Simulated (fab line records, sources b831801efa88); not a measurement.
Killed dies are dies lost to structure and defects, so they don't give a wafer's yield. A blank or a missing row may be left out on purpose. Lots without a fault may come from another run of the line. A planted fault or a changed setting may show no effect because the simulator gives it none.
Which tool did it? | flow sky130 | 6 lots, 18 wafers sampled, at 3 steps of a route of 708

WHAT THE GAUGES READ, wafer by wafer
SKY_VIA3_RS_MEAS_22: measures by four-point-probe.
lot  | measured     | on            | VIA3_W_RS (ohm/sq)
L913 | day 39 15:27 | film_metro-03 | 0.299 0.288 0.291
L915 | day 40 10:49 | film_metro-02 | 0.292 0.288 0.291
L920 | day 42 07:35 | film_metro-01 | 0.296 0.295 0.289
L924 | day 43 11:36 | film_metro-03 | 0.291 0.284 0.295
L933 | day 45 12:50 | film_metro-03 | 0.292 0.295 0.291
L935 | day 46 04:38 | film_metro-01 | 0.288 0.290 0.293

WHICH TOOL RAN EACH LOT (tool, then ch and the chambers of the sampled wafers, then the start)
lot  | SKY_VIA3_CMP_02               | SKY_VIA3_CVD_21
L913 | cmp-02 ch 0,1, day 38 13:59   | cvd_w-01 ch 0,1, day 39 15:20
L915 | cmp-02 ch 0,2,3, day 39 09:39 | cvd_w-01 ch 0,1, day 40 10:40
L920 | cmp-01 ch 0,2, day 41 06:44   | cvd_w-01 ch 0,1, day 42 07:27
L924 | cmp-02 ch 1,2,3, day 42 11:24 | cvd_w-02 ch 0,1, day 43 11:29
L933 | cmp-02 ch 1,2,3, day 44 13:36 | cvd_w-02 ch 0, day 45 12:43
L935 | cmp-01 ch 2,3, day 45 05:09   | cvd_w-01 ch 0,1, day 46 04:30
- SKY_VIA3_CMP_02: polishes SiO2.
- SKY_VIA3_CVD_21: deposits W, target thk 390 nm, time 117.31 s.

THE ANSWER, worked out from the rows above alone
Rule: what is usual is taken from the lots themselves. Put in order of their means at a reading, lots are off if they are a third of the lots or fewer, leave a main group of 4 or more, and stand apart from it by a gap of 3 or more times the standard deviation of the main group's means; of several such gaps the widest counts. A main group whose means are all the same, to the digits that the tables above print for the reading, isn't used. A lot without any number at a reading at which 4 lots or more have one is off too. The other lots that the step has rows for count as sound.
No lot is off at any reading shown: from this, nothing can be told.

WHAT THE SIMULATOR HAD PUT IN
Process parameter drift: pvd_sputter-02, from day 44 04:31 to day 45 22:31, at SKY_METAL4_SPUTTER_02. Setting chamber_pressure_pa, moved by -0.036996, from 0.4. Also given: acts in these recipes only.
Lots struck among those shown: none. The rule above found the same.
